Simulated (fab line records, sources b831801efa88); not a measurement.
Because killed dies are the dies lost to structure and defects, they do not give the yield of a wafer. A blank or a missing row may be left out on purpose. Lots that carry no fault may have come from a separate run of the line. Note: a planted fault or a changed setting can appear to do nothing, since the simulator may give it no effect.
Problem report in the 8D (eight disciplines) form, filled by code	flow gf180mcu	the parts of the form that need people (team, actions taken, sign-off) are left out

== 1. THE PROBLEM ==
Wafers free of any fault read 46.15 ohm/sq (standard deviation 0.09) for NSD_RS at GF_PSD_RS_MEAS_14, against a mean of 43.81 ohm/sq on 3 wafers of 2 lots. That is -26 standard deviations from the usual mean.
The step: measures by four-point-probe.
First seen on wafer L951.4, day 19 00:19, on film metro-04. The record has a number at this step for 39 wafers belonging to 13 lots. Rule for "out", or "out of limits": more than 4 standard deviations from the usual mean. The rest of the wafers with a number are treated as sound.

== 2. WHAT IT IS, AND WHAT IT ISN'T ==
question	is	is not
which readings at this step	NSD_RS	-
which lots	L951, L952	L938, L939, L940, L943, L944, L945, L946, L948, L959, L960, L961
which wafers of those lots	L951.4, L951.6, L952.6	L951.5, L952.2, L952.5
read on which gauges	film metro-04	film metro-01, film metro-03
when	from day 19 00:19	up to then (25 sound wafers); but 11 sound wafers of L952, L959, L960, L961 came after

== 3. THE SUSPECTS, EACH WITH WHAT RULES IT OUT ==
Counting: a tool at a process step up to the reading stays a suspect if it ran every lot that is out. Sound lots after the first of them don't rule it out here, since some wafers of a struck lot are sound.
- the gauge at GF_PSD_RS_MEAS_14 is ruled out. All the wafers that are out were read on film metro-04, but those of them that GF_PSD_RTA_13 has rows for are out there too, on other tools.
- rtp anneal-02 at GF_PSD_RTA_13 (time 20 s): kept. It ran every lot that is out, first L951 (day 19 00:13); its last sound lot up to then is L946 (day 17 02:04). On those wafers its own readings are out: run length s.
The count leaves rtp anneal-02 at GF_PSD_RTA_13.

== 4. THE CAUSE (what the simulator had put in) ==
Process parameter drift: rtp anneal-02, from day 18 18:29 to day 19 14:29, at GF_PSD_RTA_13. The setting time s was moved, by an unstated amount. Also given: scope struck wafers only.
After counting, this tool was the only one left.

== 5. THE CHAIN OF EFFECTS, in route order ==
Rows list readings where the struck wafers' mean (over those with a number) sits beyond 3 standard deviations from the usual. Only readings whose record carries a usual standard deviation are examined. hours: median over the lots of the time between each lot's start at the first step of this table that gives one and its start at this step. sigmas: the change, counted in usual standard deviations.
hours	step	reading	usual	on struck wafers	change	sigmas
0	GF_PSD_RTA_13	run length s	48.74 s	60.55	+11.81	+62
0	GF_PSD_RS_MEAS_14	NSD_RS	46.15 ohm/sq	43.81	-2.34	-26
0	GF_PSD_RS_MEAS_15	PSD_RS	108.59 ohm/sq	103.57	-5.02	-18
Here are the process steps it includes:
- GF_PSD_RTA_13: time 20 s.

== 6. HOW IT WOULD HAVE BEEN CAUGHT EARLIER ==
6 hours passed between the start of the fault at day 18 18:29 and the first reading out of limits at a measuring or inspecting step in this record, taken at day 19 00:19.
At GF_PSD_RTA_13, the tool's own readings (run length s) were out on each struck wafer the step has a row for, so an alarm limit on them would have fired on the first such wafer.
Among the 2 lots that are out, L952 began GF_PSD_RTA_13 on rtp anneal-02 after day 19 00:19. It would have been spared by a hold on the tool at that moment.
